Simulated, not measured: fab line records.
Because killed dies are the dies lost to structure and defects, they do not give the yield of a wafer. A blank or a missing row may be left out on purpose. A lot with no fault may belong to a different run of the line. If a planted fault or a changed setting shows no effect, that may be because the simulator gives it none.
fab line records    flow sfq-line
[record] lots = 7  wafers = 21  last-day = 97
route steps=325 shown M7@291 I7@296
lots with no fault: from the same line, run without faults
start-h: start of the lot's first displayed wafer, in hours after the record's first day    wait-h: hours elapsed since this lot's preceding step    " as in the row above    L1.1+2: a single row standing in for several wafers    - value missing, or start not given    * or withheld: withheld    < > ~ a bound
route shown NAME@n: NAME is a module with steps in the file, n the number in the route of the first one    usual: mean/standard deviation taken from wafers without a fault    same: alike in all rows    chamber/n: place in a boat    sites: readings site by site    _std_site: their standard deviation    _edge_site: mean of outer sites minus mean of inner sites    radius-mm: for every site, how far away it sits from the centre of the wafer    mask NAME#n: copy n    behind: the last tool/chamber to shape the wafer    hold: reason for holding the lot/hours on hold/outcome of the hold    device: names the non-switching transistor (n, p or np)    end of line: at the end of the route, the tests of the same wafers    for a step that has no rows: nothing shown but its recipe    killed: dies that structure and defects cost at the first sort, which is not the same as the wafer's yield    map: dies across one wafer; x = killed, . = not, _ = none there
set.NAME: the setting the step ran with; set.NAME@STEP: the setting that earlier step ran with    model.NAME: the simulator's own value behind a step, which no gauge read
lots seen at some steps along the route; tables by step, rows by wafer
services: a tool's chamber out of use, with start hour (start-h, from the record's first day; less than 0 if before it), hours out, and reason
[[steps]]
[step SFQ_M7_OVL_MEAS_945]
[usual] M7_OVL = -3/5.3
lot.wafer  tool        chamber  start-h  wait-h  M7_OVL[nm]
L691.3     overlay-01  -        1957.53  0.1     -12
L691.4     "           -        "        "       -8
L691.6     "           -        "        "       -8
L697.1     overlay-02  -        1991.86  0.1     -8
L697.2     "           -        "        "       -2
L697.5     "           -        "        "       0
L699.4     overlay-01  -        1997.88  0.1     -4
L699.5     "           -        "        "       -3
L699.6     "           -        "        "       -1
L700.1     overlay-02  -        2007.46  0.1     -2
L700.2     "           -        "        "       6
L700.4     "           -        "        "       4
L701.1     overlay-01  -        2014.79  0.1     -1
L701.2     "           -        "        "       -3
L701.6     "           -        "        "       -8
L712.2     overlay-01  -        2147.83  0.1     -3
L712.3     "           -        "        "       -7
L712.4     "           -        "        "       -1
L713.2     overlay-02  -        2150.35  0.1     -4
L713.3     "           -        "        "       -3
L713.5     "           -        "        "       -7
[step SFQ_TRILAYER_M7_BARC_OPEN_METAL_ETCH_229]
[recipe] mask-material = PR  chemistry = O2  target-depth-nm = 125  target = BARC  icp-w = 600  bias-w = 80  pressure-mtorr = 10  time-s = 41.7
[usual] drypump-motor-current-A = 5.9/0.33  oes-product-au = 0.685/0.005
lot.wafer  tool          chamber  start-h  wait-h  drypump-motor-current-A  oes-product-au  rf-hours-counter-h
L691.3     rie-metal-01  0        1957.58  0.0     5.9                      0.689           -
L691.4     "             1        "        "       5.3                      0.680           -
L691.6     "             0        "        "       5.9                      0.686           -
L697.1     rie-metal-01  1        1991.90  0.0     5.4                      0.674           107
L697.2     "             0        "        "       5.8                      0.685           131
L697.5     "             0        "        "       5.9                      0.678           -
L699.4     rie-metal-02  0        1997.92  0.0     6.0                      0.679           -
L699.5     "             0        "        "       6.1                      0.687           -
L699.6     "             1        "        "       6.3                      0.688           -
L700.1     rie-metal-02  0        2007.50  0.0     6.0                      0.685           4
L700.2     "             1        "        "       6.4                      0.687           115
L700.4     "             0        "        "       6.1                      0.683           -
L701.1     rie-metal-04  1        2014.82  0.0     6.2                      0.683           90
L701.2     "             0        "        "       5.6                      0.696           27
L701.6     "             1        "        "       6.2                      0.690           -
L712.2     rie-metal-02  1        2147.86  0.0     6.3                      0.686           3
L712.3     "             0        "        "       6.0                      0.687           -
L712.4     "             1        "        "       6.3                      0.681           -
L713.2     rie-metal-04  0        2150.38  0.0     5.6                      0.684           50
L713.3     "             1        "        "       6.2                      0.680           -
L713.5     "             0        "        "       5.6                      0.687           -
[step SFQ_TRILAYER_M7_ETCH_METAL_ETCH_180]
[recipe] target = Nb  stop-on = SiO2  mask-material = PR  chemistry = Cl2/Ar  target-depth-nm = 240  icp-w = 600  bias-w = 80  pressure-mtorr = 10  time-s = 120
[usual] drypump-motor-current-A = 5.9/0.33  oes-product-au = 0.875/0.0059
lot.wafer  tool          chamber  start-h  wait-h  drypump-motor-current-A  oes-product-au  rf-hours-counter-h
L691.3     rie-metal-01  0        1957.66  0.1     5.9                      0.870           -
L691.4     "             1        "        "       5.4                      0.879           -
L691.6     "             0        "        "       5.9                      0.867           -
L697.1     rie-metal-01  1        1991.96  0.0     5.3                      0.872           107
L697.2     "             0        "        "       5.8                      0.870           131
L697.5     "             0        "        "       5.9                      0.885           -
L699.4     rie-metal-02  0        1998.00  0.1     6.1                      0.893           -
L699.5     "             0        "        "       6.1                      0.879           -
L699.6     "             1        "        "       6.3                      0.871           -
L700.1     rie-metal-02  0        2007.56  0.0     6.1                      0.872           4
L700.2     "             1        "        "       6.3                      0.865           115
L700.4     "             0        "        "       6.1                      0.871           -
L701.1     rie-metal-04  1        2014.88  0.0     6.2                      0.878           90
L701.2     "             0        "        "       5.5                      0.881           27
L701.6     "             1        "        "       6.2                      0.882           -
L712.2     rie-metal-02  1        2147.92  0.0     6.3                      0.868           3
L712.3     "             0        "        "       6.0                      0.874           -
L712.4     "             1        "        "       6.3                      0.873           -
L713.2     rie-metal-04  0        2150.44  0.0     5.6                      0.873           50
L713.3     "             1        "        "       6.2                      0.879           -
L713.5     "             0        "        "       5.6                      0.870           -
[step SFQ_TRILAYER_M7_STRIP_STRIP_181]
[recipe] gas = O2  power-w = 200  platen-temp-c = 40  overash-fraction = 0.65  chemistry = O2  pressure-mtorr = 50
[usual] drypump-motor-current-A = 5.9/0.33  oes-product-au = 1.002/0.0069
lot.wafer  tool          chamber  start-h  wait-h  drypump-motor-current-A  oes-product-au  rf-hours-counter-h
L691.3     rie-metal-01  0        1957.94  0.2     5.9                      1.013           -
L691.4     "             1        "        "       5.4                      1.002           -
L691.6     "             0        "        "       5.9                      1.003           -
L697.1     rie-metal-01  1        1992.08  0.1     5.4                      1.000           107
L697.2     "             0        "        "       5.9                      0.998           132
L697.5     "             0        "        "       5.9                      1.007           -
L699.4     rie-metal-02  0        1998.28  0.2     6.1                      0.991           -
L699.5     "             0        "        "       6.1                      0.994           -
L699.6     "             1        "        "       6.3                      1.008           -
L700.1     rie-metal-02  0        2007.68  0.1     6.0                      1.005           4
L700.2     "             1        "        "       6.3                      1.006           116
L700.4     "             0        "        "       6.0                      1.012           -
L701.1     rie-metal-04  1        2015.01  0.1     6.2                      1.010           90
L701.2     "             0        "        "       5.6                      1.004           27
L701.6     "             1        "        "       6.2                      1.004           -
L712.2     rie-metal-02  1        2148.04  0.1     6.3                      0.996           3
L712.3     "             0        "        "       6.1                      0.998           -
L712.4     "             1        "        "       6.3                      0.995           -
L713.2     rie-metal-04  0        2150.57  0.1     5.6                      1.009           50
L713.3     "             1        "        "       6.2                      1.003           -
L713.5     "             0        "        "       5.6                      1.007           -
[step SFQ_TRILAYER_M7_STRIP_SOLV_CLEAN_182]
[recipe] chemistry = NMP  temp-c = 70  time-s = 600
[step SFQ_TRILAYER_I7_DEP_PECVD_183]
[recipe] material = SiO2  temp-c = 150  time-s = 111.11  pressure-torr = 2.4  rf-w = 183.3  precursor = SiH4/N2O  target-thk-nm = 500
[step SFQ_TRILAYER_I7_CMP_CMP_184]
[recipe] material = SiO2  down-force-psi = 3.129  platen-rpm = 60  pad-velocity-m-s = 0.94248
[usual] motor-current-A = 10.6/1.1  time-to-endpoint-s = 207/6.9
lot.wafer  tool    chamber  start-h  wait-h  motor-current-A  time-to-endpoint-s
L691.3     cmp-01  1        1959.69  1.1     10.9             204
L691.4     "       3        1960.69  2.1     10.1             199
L691.6     "       0        "        "       10.7             208
L697.2     cmp-01  0        1992.95  0.0     10.0             209
L697.1     "       3        1994.45  1.5     9.5              209
L697.5     "       1        1995.45  2.5     10.5             221
L699.4     cmp-02  2        1999.45  0.5     11.1             211
L699.5     "       1        2000.95  2.0     11.3             212
L699.6     "       2        "        "       10.2             212
L700.4     cmp-01  1        2009.04  0.5     10.1             216
L700.2     "       2        "        "       12.2             212
L700.1     "       3        "        "       9.8              211
L701.1     cmp-01  1        2015.88  0.0     10.4             210
L701.2     "       0        2017.38  1.5     10.4             207
L701.6     "       1        "        "       10.4             214
L712.2     cmp-01  2        2149.71  0.9     12.1             202
L712.3     "       3        "        "       10.5             203
L712.4     "       1        2151.21  2.3     10.8             213
L713.3     cmp-01  3        2152.71  1.3     9.2              206
L713.2     "       2        2154.21  2.8     11.6             202
L713.5     "       3        "        "       10.2             211
[step SFQ_I7_BOW_MEAS_946]
[recipe] mode = bow
[usual] I7_BOW = 9/12
lot.wafer  tool           chamber  start-h  wait-h  I7_BOW[um]
L691.3     film-metro-04  -        1962.23  2.0     13
L691.4     "              -        "        "       23
L691.6     "              -        "        "       29
L697.1     film-metro-01  -        1995.95  1.0     33
L697.2     "              -        "        "       15
L697.5     "              -        "        "       26
L699.4     film-metro-01  -        2002.01  2.1     28
L699.5     "              -        "        "       23
L699.6     "              -        "        "       9
L700.1     film-metro-01  -        2011.54  1.0     -5
L700.2     "              -        "        "       -11
L700.4     "              -        "        "       3
L701.1     film-metro-04  -        2018.88  2.5     18
L701.2     "              -        "        "       28
L701.6     "              -        "        "       15
L712.2     film-metro-04  -        2152.73  2.5     23
L712.3     "              -        "        "       28
L712.4     "              -        "        "       26
L713.2     film-metro-04  -        2155.73  1.0     7
L713.3     "              -        "        "       15
L713.5     "              -        "        "       19
[step SFQ_TRILAYER_I7_METRO_MEASURE_185]
[usual] thk-nm = 199.8/0.89
lot.wafer  tool           chamber  start-h  wait-h  thk-nm
L691.3     film-metro-04  -        1962.71  0.5     200.3
L691.4     "              -        "        "       198.2
L691.6     "              -        "        "       199.4
L697.1     film-metro-01  -        1996.07  0.1     199.7
L697.2     "              -        "        "       200.2
L697.5     "              -        "        "       200.5
L699.4     film-metro-01  -        2002.67  0.6     199.4
L699.5     "              -        "        "       198.5
L699.6     "              -        "        "       199.0
L700.1     film-metro-01  -        2011.66  0.1     198.9
L700.2     "              -        "        "       199.4
L700.4     "              -        "        "       200.8
L701.1     film-metro-04  -        2019.00  0.1     200.9
L701.2     "              -        "        "       200.3
L701.6     "              -        "        "       201.7
L712.2     film-metro-04  -        2153.03  0.3     199.7
L712.3     "              -        "        "       199.1
L712.4     "              -        "        "       200.3
L713.2     film-metro-04  -        2156.03  0.3     199.3
L713.3     "              -        "        "       199.7
L713.5     "              -        "        "       200.8
[step SFQ_TRILAYER_I7_VIA_LITHO_COAT_192]
[recipe] resist = BARC  spin-rpm = 3000  resist-thk-nm = 62
[step SFQ_TRILAYER_I7_VIA_LITHO_COAT_187]
[recipe] resist = KrF  spin-rpm = 3000  resist-thk-nm = 650
[step SFQ_TRILAYER_I7_VIA_LITHO_SOFTBAKE_191]
[recipe] temp-c = withheld  time-s = withheld  resist = KrF
[step SFQ_TRILAYER_I7_VIA_LITHO_EXPOSE_188]
[recipe] mask-id = I7  na = 0.6  source-shape = conventional  sigma-outer = 0.65  target-cd-nm = 1000  dose-mj = 21.3
[usual] exposure-dose-mJ-cm2 = 21.302/0.021  focus-offset-nm = 0.1/0.54
lot.wafer  tool            chamber  start-h  wait-h  mask  exposure-dose-mJ-cm2  focus-offset-nm
L691.3     krf-scanner-02  0        2059.29  -       I7#0  21.303                -0.1
L691.4     "               0        "        "       I7#0  21.315                -0.2
L691.6     "               0        "        "       I7#0  21.286                0.7
L697.1     krf-scanner-01  0        2093.94  -       I7#0  21.309                -0.3
L697.2     "               0        "        "       I7#0  21.335                -0.6
L697.5     "               0        "        "       I7#0  21.352                -0.6
L699.4     krf-scanner-02  0        2101.54  -       I7#0  15.560                0.0
L699.5     "               0        "        "       I7#0  15.520                -0.6
L699.6     "               0        "        "       I7#0  15.533                -0.5
L700.1     krf-scanner-02  0        2109.34  -       I7#0  15.558                0.0
L700.2     "               0        "        "       I7#0  15.570                0.7
L700.4     "               0        "        "       I7#0  15.554                -0.6
L701.1     krf-scanner-02  0        2114.14  -       I7#0  15.543                0.4
L701.2     "               0        "        "       I7#0  15.558                0.1
L701.6     "               0        "        "       I7#0  15.545                -0.4
L712.2     krf-scanner-01  0        2245.75  -       I7#0  21.312                0.1
L712.3     "               0        "        "       I7#0  21.324                -0.3
L712.4     "               0        "        "       I7#0  21.296                -0.3
L713.2     krf-scanner-01  0        2250.55  -       I7#0  21.311                0.2
L713.3     "               0        "        "       I7#0  21.286                0.0
L713.5     "               0        "        "       I7#0  21.306                0.2
[step SFQ_TRILAYER_I7_VIA_LITHO_PEB_190]
[recipe] peb-temp-c = 115  peb-time-s = 60  resist = KrF
[step SFQ_TRILAYER_I7_VIA_LITHO_DEVELOP_189]
[recipe] time-s = 60  resist = KrF
[step SFQ_I7_OVL_MEAS_947]
[usual] I7_OVL = 1/5.4
lot.wafer  tool        chamber  start-h  wait-h  I7_OVL[nm]
L691.3     overlay-01  -        2060.40  0.1     16
L691.4     "           -        "        "       2
L691.6     "           -        "        "       -1
L697.1     overlay-02  -        2095.44  0.1     2
L697.2     "           -        "        "       3
L697.5     "           -        "        "       1
L699.4     overlay-01  -        2102.45  0.1     2
L699.5     "           -        "        "       -3
L699.6     "           -        "        "       5
L700.1     overlay-01  -        2110.84  0.1     -6
L700.2     "           -        "        "       4
L700.4     "           -        "        "       13
L701.1     overlay-01  -        2115.64  0.1     6
L701.2     "           -        "        "       -2
L701.6     "           -        "        "       2
L712.2     overlay-01  -        2247.06  0.1     -3
L712.3     "           -        "        "       -8
L712.4     "           -        "        "       -2
L713.2     overlay-01  -        2251.86  0.1     -2
L713.3     "           -        "        "       -5
L713.5     "           -        "        "       -9
[step SFQ_TRILAYER_I7_VIA_BARC_OPEN_VIA_ETCH_260]
[recipe] mask-material = PR  chemistry = O2  target-depth-nm = 125  target = BARC  source-w = 500  bias-w = 80  pressure-mtorr = 30  time-s = 41.7
[usual] drypump-motor-current-A = 5.8/0.58  oes-product-au = 0.685/0.0045
lot.wafer  tool         chamber  start-h  wait-h  drypump-motor-current-A  oes-product-au  rf-hours-counter-h  model.I7.cd-nm
L691.3     rie-diel-01  0        2060.42  0.0     6.3                      0.686           13                  999.6
L691.4     "            2        "        "       5.6                      0.688           18                  999.5
L691.6     "            0        "        "       6.3                      0.690           -                   999.5
L697.1     rie-diel-04  1        2095.47  0.0     5.4                      0.681           12                  1000
L697.2     "            3        "        "       4.7                      0.683           17                  999.7
L697.5     "            1        "        "       5.4                      0.678           -                   999.2
L699.4     rie-diel-01  2        2102.47  0.0     5.6                      0.683           0                   948.3
L699.5     "            3        "        "       5.8                      0.692           -                   949.5
L699.6     "            2        "        "       5.6                      0.685           -                   948.8
L700.1     rie-diel-04  2        2110.87  0.0     6.4                      0.681           0                   948.2
L700.2     "            3        "        "       4.7                      0.691           17                  946.8
L700.4     "            0        "        "       5.7                      0.679           5                   948.3
L701.1     rie-diel-04  2        2115.67  0.0     6.4                      0.686           0                   948.7
L701.2     "            0        "        "       5.7                      0.684           5                   949.4
L701.6     "            1        "        "       5.4                      0.684           -                   949.9
L712.2     rie-diel-04  1        2247.09  0.0     5.4                      0.684           15                  1000
L712.3     "            2        "        "       6.4                      0.679           2                   1000
L712.4     "            3        "        "       4.7                      0.687           0                   999.8
L713.2     rie-diel-03  3        2251.89  0.0     4.8                      0.693           8                   1001
L713.3     "            1        "        "       6.3                      0.685           20                  1001
L713.5     "            2        "        "       6.4                      0.684           -                   1002
[step SFQ_TRILAYER_I7_VIA_ETCH_VIA_ETCH_190]
[recipe] target = SiO2  stop-on = Nb  mask-material = PR  taper-deg = 20  chemistry = CHF3  target-depth-nm = 260  source-w = 500  bias-w = 80  pressure-mtorr = 30  time-s = withheld
[usual] drypump-motor-current-A = 5.8/0.58  oes-product-au = 0.853/0.0049
lot.wafer  tool         chamber  start-h  wait-h  drypump-motor-current-A  oes-product-au  model.I7.cd-nm
L691.3     rie-diel-01  0        2060.46  0.0     6.3                      0.843           1001
L691.4     "            2        "        "       5.6                      0.853           1001
L691.6     "            0        "        "       6.3                      0.848           999.4
L697.1     rie-diel-04  1        2095.51  0.0     5.4                      0.859           1000
L697.2     "            3        "        "       4.7                      0.860           999
L697.5     "            1        "        "       5.4                      0.857           999.2
L699.4     rie-diel-01  2        2102.51  0.0     5.6                      0.847           949.1
L699.5     "            3        "        "       5.8                      0.848           948.7
L699.6     "            2        "        "       5.6                      0.850           948.8
L700.1     rie-diel-04  2        2110.91  0.0     6.4                      0.855           948
L700.2     "            3        "        "       4.7                      0.857           945.9
L700.4     "            0        "        "       5.7                      0.857           947.7
L701.1     rie-diel-04  2        2115.71  0.0     6.4                      0.857           948.6
L701.2     "            0        "        "       5.6                      0.852           949.3
L701.6     "            1        "        "       5.4                      0.856           950.1
L712.2     rie-diel-04  1        2247.13  0.0     5.4                      0.851           1000
L712.3     "            2        "        "       6.4                      0.848           998.5
L712.4     "            3        "        "       4.7                      0.854           997.9
L713.2     rie-diel-03  3        2251.93  0.0     4.8                      0.854           1002
L713.3     "            1        "        "       6.3                      0.852           1003
L713.5     "            2        "        "       6.4                      0.862           1004
[step SFQ_TRILAYER_I7_VIA_STRIP_STRIP_191]
[recipe] gas = O2  power-w = 200  platen-temp-c = 40  overash-fraction = 0.65  chemistry = O2  pressure-mtorr = 50
[[services]]
tool            chamber  start-h  hours  kind
cmp-01          -        1938.88  4.0    pm
rie-metal-02    -        1941.40  14.6   pm
cmp-01          -        1945.30  1.0    repair
rie-diel-01     2        1949.09  6.8    repair
rie-metal-02    -        1956.69  0.2    repair
film-metro-04   -        1970.31  3.9    repair
krf-scanner-02  -        1977.45  1.0    pm
rie-diel-01     -        1981.26  0.2    repair
rie-diel-04     0        2002.75  2.1    repair
krf-scanner-02  -        2004.34  1.3    pm
film-metro-04   -        2006.01  0.5    pm
rie-metal-01    -        2006.24  2.8    pm
rie-metal-01    -        2032.17  2.1    repair
rie-diel-04     2        2044.14  3.6    repair
rie-diel-04     -        2060.26  14.6   pm
cmp-01          -        2081.54  0.9    repair
rie-diel-04     1        2084.84  8.1    repair
cmp-01          -        2129.10  6.5    pm
rie-metal-04    -        2136.62  0.4    repair
rie-diel-04     2        2205.68  3.9    repair
cmp-01          -        2207.61  1.2    repair
rie-diel-04     0        2227.27  3.7    repair
cmp-01          -        2246.98  0.6    repair
cmp-01          -        2247.75  0.8    repair
[[key]]
[first-sign] step = SFQ_TRILAYER_I7_VIA_LITHO_EXPOSE_188  reading = exposure-dose-mJ-cm2  direction = down  sigmas = 99+  usual = 21.302  struck = 15.549
effect none on later readings
[model-effect] step = SFQ_TRILAYER_I7_VIA_BARC_OPEN_VIA_ETCH_260  value = I7.cd-nm  without = 1000  struck = 948.7
[model-effect] step = SFQ_TRILAYER_I7_VIA_ETCH_VIA_ETCH_190  value = I7.cd-nm  without = 999.9  struck = 948.5
met-at SFQ_TRILAYER_I7_VIA_LITHO_EXPOSE_188
struck-wafers L699.4,L699.5,L699.6,L700.1,L700.2,L700.4,L701.1,L701.2,L701.6
onset-between 2059.29 2101.54
[fault] kind = process-parameter-drift  tool = krf-scanner-02  chamber = -  onset-h = 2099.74  steps = SFQ_TRILAYER_I7_VIA_LITHO_EXPOSE_188  channel = dose-mj  offset = -5.748  shape = step  acts-in = these-recipes-only  stated = 21.3
